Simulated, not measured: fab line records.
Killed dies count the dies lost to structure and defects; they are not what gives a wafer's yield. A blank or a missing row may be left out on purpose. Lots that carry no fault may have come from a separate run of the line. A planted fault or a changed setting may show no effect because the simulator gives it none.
What tool caused it? || flow sfq_line || at 1 step of a route of 325, 15 lots with 44 wafers sampled

== WHAT THE GAUGES READ, wafer by wafer ==
The record holds no reading of a measuring or inspecting step that can be judged against a usual standard deviation.

== TOOL THAT RAN EACH LOT (tool first, then ch and the chambers of the sampled wafers, then the start) ==
{"lot": "L517", "SFQ_TRILAYER_M6_BARC_OPEN_METAL_ETCH_206": "rie_metal-02 ch 0,1, day 69 20:26"}
{"lot": "L518", "SFQ_TRILAYER_M6_BARC_OPEN_METAL_ETCH_206": "rie_metal-02 ch 0, day 69 23:35"}
{"lot": "L519", "SFQ_TRILAYER_M6_BARC_OPEN_METAL_ETCH_206": "rie_metal-02 ch 0,1, day 70 03:34"}
{"lot": "L520", "SFQ_TRILAYER_M6_BARC_OPEN_METAL_ETCH_206": "rie_metal-02 ch 1, day 70 18:13"}
{"lot": "L523", "SFQ_TRILAYER_M6_BARC_OPEN_METAL_ETCH_206": "rie_metal-02 ch 0,1, day 72 00:07"}
{"lot": "L529", "SFQ_TRILAYER_M6_BARC_OPEN_METAL_ETCH_206": "rie_metal-01 ch 1, day 82 12:18"}
{"lot": "L530", "SFQ_TRILAYER_M6_BARC_OPEN_METAL_ETCH_206": "rie_metal-04 ch 0,1, day 82 22:04"}
{"lot": "L531", "SFQ_TRILAYER_M6_BARC_OPEN_METAL_ETCH_206": "rie_metal-04 ch 0,1, day 83 07:41"}
{"lot": "L532", "SFQ_TRILAYER_M6_BARC_OPEN_METAL_ETCH_206": "rie_metal-02 ch 1, day 83 12:28"}
{"lot": "L534", "SFQ_TRILAYER_M6_BARC_OPEN_METAL_ETCH_206": "rie_metal-02 ch 1, day 83 19:40"}
{"lot": "L535", "SFQ_TRILAYER_M6_BARC_OPEN_METAL_ETCH_206": "rie_metal-01 ch 0,1, day 83 22:04"}
{"lot": "L537", "SFQ_TRILAYER_M6_BARC_OPEN_METAL_ETCH_206": "rie_metal-01 ch 0,1, day 84 04:05"}
{"lot": "L538", "SFQ_TRILAYER_M6_BARC_OPEN_METAL_ETCH_206": "rie_metal-01 ch 0,1, day 84 07:40"}
{"lot": "L539", "SFQ_TRILAYER_M6_BARC_OPEN_METAL_ETCH_206": "rie_metal-01 ch 0,1, day 84 11:16"}
{"lot": "L540", "SFQ_TRILAYER_M6_BARC_OPEN_METAL_ETCH_206": "rie_metal-02 ch 0,1, day 84 16:11"}
- SFQ_TRILAYER_M6_BARC_OPEN_METAL_ETCH_206: etches BARC in O2, target depth 125 nm, time 41.7 s.

== WHAT THE TOOLS THEMSELVES READ (means of the sampled wafers that have a number; where no wafer has one, the mark that the record gives instead) ==
SFQ_TRILAYER_M6_BARC_OPEN_METAL_ETCH_206. Usual: drypump_motor_current_A 5.6 A, standard deviation 0.48; oes_product_au 0.685 a.u., standard deviation 0.0044; run_length_s 70.2 s, standard deviation 0.44.
{"lot": "L517", "tool": "rie_metal-02", "drypump_motor_current_A (A)": 5.7, "oes_product_au (a.u.)": 0.686, "run_length_s (s)": 69.7, "flag": ""}
{"lot": "L518", "tool": "rie_metal-02", "drypump_motor_current_A (A)": 5.3, "oes_product_au (a.u.)": 0.680, "run_length_s (s)": 70.0, "flag": ""}
{"lot": "L519", "tool": "rie_metal-02", "drypump_motor_current_A (A)": 6.0, "oes_product_au (a.u.)": 0.711, "run_length_s (s)": 67.9, "flag": "OFF"}
{"lot": "L520", "tool": "rie_metal-02", "drypump_motor_current_A (A)": 6.4, "oes_product_au (a.u.)": 0.714, "run_length_s (s)": 68.0, "flag": "OFF"}
{"lot": "L523", "tool": "rie_metal-02", "drypump_motor_current_A (A)": 5.8, "oes_product_au (a.u.)": 0.766, "run_length_s (s)": 64.2, "flag": "OFF"}
{"lot": "L529", "tool": "rie_metal-01", "drypump_motor_current_A (A)": 5.4, "oes_product_au (a.u.)": 0.687, "run_length_s (s)": 70.6, "flag": ""}
{"lot": "L530", "tool": "rie_metal-04", "drypump_motor_current_A (A)": 5.2, "oes_product_au (a.u.)": 0.678, "run_length_s (s)": 70.2, "flag": ""}
{"lot": "L531", "tool": "rie_metal-04", "drypump_motor_current_A (A)": 5.2, "oes_product_au (a.u.)": 0.684, "run_length_s (s)": 70.2, "flag": ""}
{"lot": "L532", "tool": "rie_metal-02", "drypump_motor_current_A (A)": 6.4, "oes_product_au (a.u.)": 0.686, "run_length_s (s)": 69.7, "flag": ""}
{"lot": "L534", "tool": "rie_metal-02", "drypump_motor_current_A (A)": 6.5, "oes_product_au (a.u.)": 0.682, "run_length_s (s)": 69.8, "flag": ""}
{"lot": "L535", "tool": "rie_metal-01", "drypump_motor_current_A (A)": 5.4, "oes_product_au (a.u.)": 0.682, "run_length_s (s)": 70.7, "flag": ""}
{"lot": "L537", "tool": "rie_metal-01", "drypump_motor_current_A (A)": 5.4, "oes_product_au (a.u.)": 0.682, "run_length_s (s)": 70.6, "flag": ""}
{"lot": "L538", "tool": "rie_metal-01", "drypump_motor_current_A (A)": 5.4, "oes_product_au (a.u.)": 0.686, "run_length_s (s)": 70.4, "flag": ""}
{"lot": "L539", "tool": "rie_metal-01", "drypump_motor_current_A (A)": 5.4, "oes_product_au (a.u.)": 0.683, "run_length_s (s)": 70.7, "flag": ""}
{"lot": "L540", "tool": "rie_metal-02", "drypump_motor_current_A (A)": 5.7, "oes_product_au (a.u.)": 0.684, "run_length_s (s)": 69.9, "flag": ""}

== THE ANSWER, worked out from the rows above alone ==
Rule: lot off if the mean of its wafers having a number is beyond 3 standard deviations from the usual mean. A lot without any number at a reading at which 4 lots or more have one is off too. All remaining lots with rows at the step are treated as sound. The gauges are gone through in route order, then the tools' own readings, and for those a lot's mean is taken as printed above. At the first step where some lot is off, the reading lying furthest off is the one used; lots without a number count as furthest.
Off: L519, L520, L523 (SFQ_TRILAYER_M6_BARC_OPEN_METAL_ETCH_206, oes_product_au).
A tool fits if, at that step or a process step before it, it ran every lot that is off, and no sound lot after the first of them. Not one of the candidates tried fits.

== WHAT HAD BEEN PUT IN BY THE SIMULATOR ==
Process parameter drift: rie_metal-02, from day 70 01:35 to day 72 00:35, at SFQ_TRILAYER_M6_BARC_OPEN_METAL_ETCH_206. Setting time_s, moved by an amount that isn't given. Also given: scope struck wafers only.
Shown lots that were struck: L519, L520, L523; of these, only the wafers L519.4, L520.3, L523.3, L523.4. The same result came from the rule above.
